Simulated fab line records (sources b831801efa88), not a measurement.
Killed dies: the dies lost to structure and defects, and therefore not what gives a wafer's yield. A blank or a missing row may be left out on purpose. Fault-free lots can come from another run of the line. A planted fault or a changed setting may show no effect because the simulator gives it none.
Comparing a struck lot with a sound one + flow sky130 + 14 out of 708 route steps
Sound: wafers L630.1, L630.4, L630.5. The struck wafers were L642.1, L642.4, L642.5. The cause is given at the end.
For every step that has rows: the tool of each side, followed by ch and its chambers, followed by its first start. Under that, the readings that differ: sound wafers + struck wafers + difference of the means + sigmas: that difference in standard deviations of wafers without a fault.
alike: same words and numbers on both sides, and readings whose means sit less than 2 such deviations apart. not compared: any withheld reading, any reading some wafer has no value for, any bound like >300 that may hide the same value, and any number with overlapping values for which the record gives no deviation.
The two part at a step that has a row with sigmas, a row that says differs or no value, or rows on one side only. When numbers do not overlap yet have no deviation, they are printed without sigmas and do not part them. A reading missing from all wafers of one side parts the sides only when that side holds two or more wafers.

SKY_METAL3_SPUTTER_02: material AlCu, target thk 735 nm, time 39.1 s.
  sound on pvd-sputter-03 at day 37 07:34; struck on pvd-sputter-01 at day 41 00:25
  alike: cathode-dc-power-W, throttle-valve-pct
SKY_METAL3_SPUTTER_03: material Ti, target thk 5 nm, time 3.3 s.
  sound on pvd-sputter-03 at day 37 07:37; struck on pvd-sputter-01 at day 41 00:26
  alike: cathode-dc-power-W, throttle-valve-pct
SKY_METAL3_SPUTTER_04: material TiN, target thk 70 nm, time 58.3 s.
  sound on pvd-sputter-03 at day 37 07:38; struck on pvd-sputter-01 at day 41 00:28
  alike: cathode-dc-power-W, throttle-valve-pct
SKY_CAPM_CVD_00: deposits SiO2, target thk 15.5 nm.
  sound on pecvd-04 ch 0,2, day 37 07:41; struck on pecvd-03 ch 0,2, day 41 00:31
  alike: heater-power-w, rf-fwd-power-W
SKY_CAPM_THK_MEAS_01:
  sound on film-metro-02 at day 37 07:42; struck on film-metro-02 at day 41 00:32
  alike: CAPM_CVD_00_THK
SKY_CAPM_SPUTTER_02: material TiN, target thk 200 nm, time 166.7 s.
  sound on pvd-sputter-02 at day 37 07:46; struck on pvd-sputter-04 at day 41 00:35
  alike: cathode-dc-power-W, throttle-valve-pct
SKY_CAPM_RS_MEAS_03: the measuring method here is four-point-probe.
  sound on film-metro-02 at day 37 07:52; struck on film-metro-04 at day 41 00:42
  alike: CAPM_TIN_RS
SKY_CAPM_THK_MEAS_04: measures by xrf.
  sound on film-metro-02 at day 37 07:59; struck on film-metro-04 at day 41 00:49
  alike: CAPM_TIN_THK
then, 4 steps without rows for these wafers: SKY_CAPM_DEHYDRATE_05 (time 60 s); SKY_CAPM_HMDS_06 (prime time 60 s); SKY_CAPM_COAT_07 (resist thk 1140 nm); SKY_CAPM_SOFTBAKE_08 (time 60 s).
SKY_CAPM_EXPOSE_09: exposes mask CAPM, target cd 1000 nm.
  struck on iline-stepper-01, day 41 11:32; sound on iline-stepper-01 ch 0, day 37 20:46
  no value came back on the struck wafers for exposure-dose-mJ-cm2, focus-offset-nm (nm); on the sound wafers exposure-dose-mJ-cm2 reads 159.09 159.06 159.02
  alike: mask
following that, these wafers have no rows for 1 step: SKY_CAPM_PEB_10.

WHERE THEY PART
At SKY_CAPM_EXPOSE_09 and nowhere else, as far as this record goes.

WHY: whatever the simulator had introduced
Entire step skipped (iline-stepper-01, SKY_CAPM_EXPOSE_09), from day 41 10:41 onward. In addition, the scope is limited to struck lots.
